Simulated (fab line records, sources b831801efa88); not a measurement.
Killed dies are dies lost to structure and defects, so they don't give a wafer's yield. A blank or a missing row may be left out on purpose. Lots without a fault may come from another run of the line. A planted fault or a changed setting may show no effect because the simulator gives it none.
A struck lot beside a sound one | flow sky130 | 17 steps out of a route of 708
Sound: wafers L855.2, L855.4, L855.6. Struck: wafers L860.3, L860.4, L860.5. The cause comes at the end.
At each step with rows: each side's tool, then ch and its chambers, then its first start. Under that, the readings that differ: sound wafers | struck wafers | difference of the means | sigmas: that difference in standard deviations of wafers without a fault.
alike: readings whose means differ by less than 2 such deviations, and words and numbers that are the same on both sides. not compared: withheld readings, readings that some wafer has no value for, bounds like >300 that may hide the same value, and numbers for which the record gives no deviation and whose values overlap.
The two part at a step that has a row with sigmas, a row that says differs or no value, or rows on one side only. Numbers that don't overlap but have no deviation are shown without sigmas and don't part them. A reading that every wafer of one side lacks parts them only if that side has two wafers or more.

SKY_LDD_HVN_OVL_MEAS_07:
  sound on overlay-01, day 23 16:35; struck on overlay-01, day 24 22:44
  reading          | sound       | struck         | difference | sigmas
  LDD_HVN_OVL (nm) | 4.2 1.7 1.0 | -1.0 -1.2 -0.6 | -3.2       | -2
then, 1 step without rows for these wafers: SKY_LDD_HVN_IMPLANT_08.
SKY_LDD_HVN_STRIP_09: strips in O2/N2.
  sound on plasma_asher-02 ch 0,1, day 23 16:46; struck on plasma_asher-04 ch 0,1, day 24 22:56
  reading                      | sound             | struck            | difference | sigmas
  strip_time_to_endpoint_s (s) | 4.104 4.124 4.119 | 4.131 4.149 4.146 | +0.026     | +2
  alike: drypump_motor_current_A, o2_flow_sccm, oes_product_au
  not compared: rf_hours_counter_h
SKY_LDD_HVN_TW_MEAS_10:
  sound on film_metro-01, day 23 16:52; struck on film_metro-01, day 24 23:01
  alike: LDD_HVN_TW
then, 7 steps without rows for these wafers: SKY_LDD_HVP_DEHYDRATE_00 (time 60 s); SKY_LDD_HVP_HMDS_01 (prime time 60 s); SKY_LDD_HVP_COAT_02 (resist thk 300 nm); SKY_LDD_HVP_SOFTBAKE_03 (time 60 s); SKY_LDD_HVP_EXPOSE_04 (exposes mask HVPTM, target cd 700 nm); SKY_LDD_HVP_PEB_05; SKY_LDD_HVP_DEVELOP_06 (develop time 60 s).
SKY_LDD_HVP_OVL_MEAS_07:
  sound on overlay-02, day 24 22:21; struck on overlay-02, day 26 03:08
  alike: LDD_HVP_OVL
SKY_LDD_HVP_IMPLANT_08:
  sound on implanter-02 ch 0, day 24 22:24; struck on implanter-02 ch 0, day 26 03:12
  reading                   | sound                | struck               | difference | sigmas
  beam_energy_keV           | 20.009 20.007 19.997 | 25.275 25.274 25.280 | +5.272     | +99 or more
  model.implant.rp_nm (nm)  | 64.12 64.12 64.12    | 77.31 77.31 77.31    | +13.19     |
  model.implant.drp_nm (nm) | 28.53 28.53 28.53    | 36.38 36.38 36.38    | +7.85      |
  alike: dose_ions_cm2, faraday_current_uA
SKY_LDD_HVP_STRIP_09: strips in O2/N2.
  sound on plasma_asher-03 ch 0,1, day 24 22:32; struck on plasma_asher-02 ch 0,1, day 26 03:20
  reading                     | sound          | struck         | difference | sigmas
  drypump_motor_current_A (A) | 5.66 6.02 6.03 | 5.35 5.47 5.45 | -0.48      | -2
  alike: o2_flow_sccm, oes_product_au, strip_time_to_endpoint_s
  not compared: rf_hours_counter_h
SKY_LDD_HVP_TW_MEAS_10:
  sound on film_metro-01, day 24 22:38; struck on film_metro-03, day 26 03:25
  reading    | sound       | struck      | difference | sigmas
  LDD_HVP_TW | 445 444 443 | 484 481 480 | +38        | +7
then, 1 step without rows for these wafers: SKY_LDD_LDN_DEHYDRATE_00 (time 60 s).
-- the record jumps here: 23 days lie between the struck wafers' starts before and after (it left off in module LDD_LDN and takes up again in module PAD_OPEN, whose first step shown is number 708 of the route) --
SKY_PAD_OPEN_PROBE_99:
  sound on prober-02, day 48 05:06; struck on prober-01, day 49 01:40
  reading                                   | sound                   | struck                  | difference | sigmas
  model.etest.tip_p_5v.rs_ohm_sq            | 2849 2873 2858          | 2732 2752 2748          | -116       |
  model.etest.pfet_g5v0d10v5.drive_ua_um    | 339.9 339.6 333.5       | 350 353 349.7           | +13        |
  model.etest.pfet_g5v0d10v5.off_log10_a_um | -12.92 -12.7 -12.99     | -12.08 -12.14 -11.83    | +0.85      |
  model.etest.pfet_g5v0d10v5.vt_sat_v (V)   | -0.6485 -0.6361 -0.6773 | -0.5981 -0.5791 -0.5673 | +0.0725    |
  alike: killed_at_M0_to_M3, killed_at_M4_up, killed_at_contacts, killed_at_front_end, killed_at_other, killed_dies, killed_open, killed_short

WHERE THEY PART
First at SKY_LDD_HVN_OVL_MEAS_07; last, within this record, at SKY_LDD_HVP_TW_MEAS_10. Later steps at which nothing parts them and some readings are alike: SKY_PAD_OPEN_PROBE_99.

WHY: what the simulator had put in
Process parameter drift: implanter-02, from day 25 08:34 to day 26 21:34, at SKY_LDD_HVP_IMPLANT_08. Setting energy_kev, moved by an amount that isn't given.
